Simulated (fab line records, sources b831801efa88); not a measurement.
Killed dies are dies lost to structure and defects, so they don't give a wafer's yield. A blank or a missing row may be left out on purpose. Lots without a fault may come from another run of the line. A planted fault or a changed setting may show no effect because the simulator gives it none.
Tool commonality check | flow sky130 | 11 lots, 33 wafers sampled

WHY IT WAS OPENED
At SKY_SPACER_THK_MEAS_01 the reading SPACER_CVD_00_THK is flagged on 3 of 11 lots. Wafers without a fault read 42.9 nm, standard deviation 0.43.
Rule: a lot is flagged when every wafer of it that has a number lies more than 4 standard deviations from that mean, or none has a number. The other lots count as sound.

lot  | measured     | on            | SPACER_CVD_00_THK (nm), wafer by wafer | flag
L961 | day 23 04:13 | film_metro-02 | 42.6 42.2 42.1                         |
L962 | day 23 09:32 | film_metro-03 | 42.5 42.2 42.4                         |
L963 | day 23 17:40 | film_metro-01 | 42.5 42.8 42.6                         |
L964 | day 24 02:35 | film_metro-02 | 42.7 42.2 42.5                         |
L969 | day 26 02:31 | film_metro-03 | 42.9 43.1 43.1                         |
L972 | day 27 04:52 | film_metro-02 | 39.6 40.0 39.7                         | FLAGGED
L973 | day 27 06:31 | film_metro-03 | 39.4 39.4 39.3                         | FLAGGED
L974 | day 27 11:44 | film_metro-02 | 39.9 39.7 39.9                         | FLAGGED
L982 | day 30 06:42 | film_metro-02 | 43.3 43.1 42.9                         |
L983 | day 30 12:41 | film_metro-02 | 43.4 43.5 43.5                         |
L984 | day 30 17:13 | film_metro-03 | 43.0 43.2 43.3                         |
The numbers of the flagged lots are 39.7 nm on average: -3.2 nm against the usual, or -8 standard deviations.

WHICH TOOL RAN EACH LOT
The record holds 1 process step before the reading, out of a route of 708 steps. In each cell: the tool, then ch and the chambers that the sampled wafers went through, then the start.
lot  | flag    | SKY_SPACER_CVD_00
L961 |         | lpcvd-02 ch 1, day 23 03:01
L962 |         | lpcvd-02 ch 0, day 23 08:19
L963 |         | lpcvd-02 ch 1, day 23 16:28
L964 |         | lpcvd-02 ch 0, day 24 01:23
L969 |         | lpcvd-02 ch 1, day 26 01:19
L972 | FLAGGED | lpcvd-02 ch 1, day 27 03:40
L973 | FLAGGED | lpcvd-02 ch 1, day 27 05:18
L974 | FLAGGED | lpcvd-02 ch 1, day 27 10:32
L982 |         | lpcvd-02 ch 1, day 30 05:29
L983 |         | lpcvd-02 ch 1, day 30 11:28
L984 |         | lpcvd-02 ch 0, day 30 15:59
What these steps do:
- SKY_SPACER_CVD_00: deposits Si3N4 from DCS/NH3, target thk 43.1 nm, time 740 s.
- SKY_SPACER_THK_MEAS_01

FLAGGED OVER TOTAL, TOOL BY TOOL (the gauges that took the reading come last)
step                   | tool          | lots run | flagged | share of the flagged lots | sound lots run after its first flagged lot
SKY_SPACER_CVD_00      | lpcvd-02      | 11       | 3       | all                       | 3 (L982,L983,L984)
SKY_SPACER_THK_MEAS_01 | film_metro-01 | 1        | 0       | none                      | -
SKY_SPACER_THK_MEAS_01 | film_metro-02 | 6        | 2       | some                      | 2 (L982,L983)
SKY_SPACER_THK_MEAS_01 | film_metro-03 | 4        | 1       | some                      | 1 (L984)

WHAT THE TABLE ALLOWS
1 row of the table ran every flagged lot: lpcvd-02 at SKY_SPACER_CVD_00.
- lpcvd-02 at SKY_SPACER_CVD_00: 3 of its 11 lots flagged. Sound lots ran on it after the first flagged one (L982, L983, L984), which a lasting fault on the whole tool wouldn't allow. Its own readings lie more than 4 standard deviations out on every wafer of the flagged lots: susceptor_temp_C.
No row of the table ran every flagged lot and no sound lot after the first.

WHAT THE SIMULATOR HAD PUT IN
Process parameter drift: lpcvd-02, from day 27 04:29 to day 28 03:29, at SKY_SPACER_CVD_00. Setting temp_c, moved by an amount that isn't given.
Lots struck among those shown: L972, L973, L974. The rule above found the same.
